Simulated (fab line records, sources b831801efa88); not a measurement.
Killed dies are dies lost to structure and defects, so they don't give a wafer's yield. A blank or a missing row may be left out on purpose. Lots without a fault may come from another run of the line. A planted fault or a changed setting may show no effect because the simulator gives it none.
Tool commonality check | flow sky130 | 13 lots, 39 wafers sampled

WHY IT WAS OPENED
At SKY_POLY_GATE_THK_MEAS_04 the reading POLY_GATE_CVD_03_THK is flagged on 1 of 13 lots. Wafers without a fault read 75.0 nm, standard deviation 0.7.
Rule: a lot is flagged when every wafer of it that has a number lies more than 4 standard deviations from that mean, or none has a number. The other lots count as sound.

lot  | measured     | on            | POLY_GATE_CVD_03_THK (nm), wafer by wafer | flag
L835 | day 15 06:49 | film_metro-03 | 75.5 75.4 75.5                            |
L836 | day 15 16:25 | film_metro-03 | 74.0 74.3 73.3                            |
L838 | day 16 19:50 | film_metro-04 | 98.3 98.8 98.8                            | FLAGGED
L846 | day 19 11:05 | film_metro-03 | 75.7 76.2 76.5                            |
L847 | day 19 21:19 | film_metro-01 | 75.7 75.9 76.7                            |
L848 | day 20 03:37 | film_metro-03 | 74.9 74.5 76.2                            |
L849 | day 20 14:59 | film_metro-04 | 75.1 74.8 75.0                            |
L850 | day 20 18:41 | film_metro-04 | 74.8 74.3 74.8                            |
L851 | day 21 09:56 | film_metro-04 | 73.5 74.0 73.9                            |
L853 | day 22 04:52 | film_metro-04 | 74.9 74.6 74.4                            |
L855 | day 22 18:00 | film_metro-01 | 74.1 73.8 74.0                            |
L856 | day 23 05:50 | film_metro-04 | 75.2 75.4 75.1                            |
L857 | day 23 09:59 | film_metro-03 | 74.8 73.9 74.9                            |
The numbers of the flagged lots are 98.6 nm on average: +23.6 nm against the usual, or +34 standard deviations.

WHICH TOOL RAN EACH LOT
The record holds 1 process step before the reading, out of a route of 708 steps. In each cell: the tool, then ch and the chambers that the sampled wafers went through, then the start.
lot  | flag    | SKY_POLY_GATE_CVD_03
L835 |         | lpcvd-02 ch 0, day 15 05:26
L836 |         | lpcvd-02 ch 1, day 15 15:02
L838 | FLAGGED | lpcvd-02 ch 0, day 16 18:29
L846 |         | lpcvd-02 ch 0, day 19 09:44
L847 |         | lpcvd-02 ch 1, day 19 19:56
L848 |         | lpcvd-02 ch 1, day 20 02:14
L849 |         | lpcvd-02 ch 1, day 20 13:38
L850 |         | lpcvd-02 ch 1, day 20 17:19
L851 |         | lpcvd-02 ch 1, day 21 07:53
L853 |         | lpcvd-02 ch 1, day 22 02:49
L855 |         | lpcvd-02 ch 0, day 22 15:57
L856 |         | lpcvd-02 ch 0, day 23 03:48
L857 |         | lpcvd-02 ch 1, day 23 07:56
What these steps do:
- SKY_POLY_GATE_CVD_03: deposits Si3N4 from DCS/NH3, target thk 75 nm, time 1290 s.
- SKY_POLY_GATE_THK_MEAS_04

FLAGGED OVER TOTAL, TOOL BY TOOL (the gauges that took the reading come last)
step                      | tool          | lots run | flagged | share of the flagged lots | sound lots run after its first flagged lot
SKY_POLY_GATE_CVD_03      | lpcvd-02      | 13       | 1       | all                       | 10 (L846,L847,L848,L849,L850,L851,L853,L855,L856,L857)
SKY_POLY_GATE_THK_MEAS_04 | film_metro-01 | 2        | 0       | none                      | -
SKY_POLY_GATE_THK_MEAS_04 | film_metro-03 | 5        | 0       | none                      | -
SKY_POLY_GATE_THK_MEAS_04 | film_metro-04 | 6        | 1       | all                       | 5 (L849,L850,L851,L853,L856)

WHAT THE TABLE ALLOWS
2 rows of the table ran every flagged lot: lpcvd-02 at SKY_POLY_GATE_CVD_03, film_metro-04 at SKY_POLY_GATE_THK_MEAS_04.
- lpcvd-02 at SKY_POLY_GATE_CVD_03: 1 of its 13 lots flagged. Sound lots ran on it after the first flagged one (L846, L847, L848, L849, L850, L851, L853, L855, L856, L857), which a lasting fault on the whole tool wouldn't allow.
- film_metro-04 at SKY_POLY_GATE_THK_MEAS_04: 1 of its 6 lots flagged. Sound lots ran on it after the first flagged one (L849, L850, L851, L853, L856), which a lasting fault on the whole tool wouldn't allow.
No row of the table ran every flagged lot and no sound lot after the first.

WHAT THE SIMULATOR HAD PUT IN
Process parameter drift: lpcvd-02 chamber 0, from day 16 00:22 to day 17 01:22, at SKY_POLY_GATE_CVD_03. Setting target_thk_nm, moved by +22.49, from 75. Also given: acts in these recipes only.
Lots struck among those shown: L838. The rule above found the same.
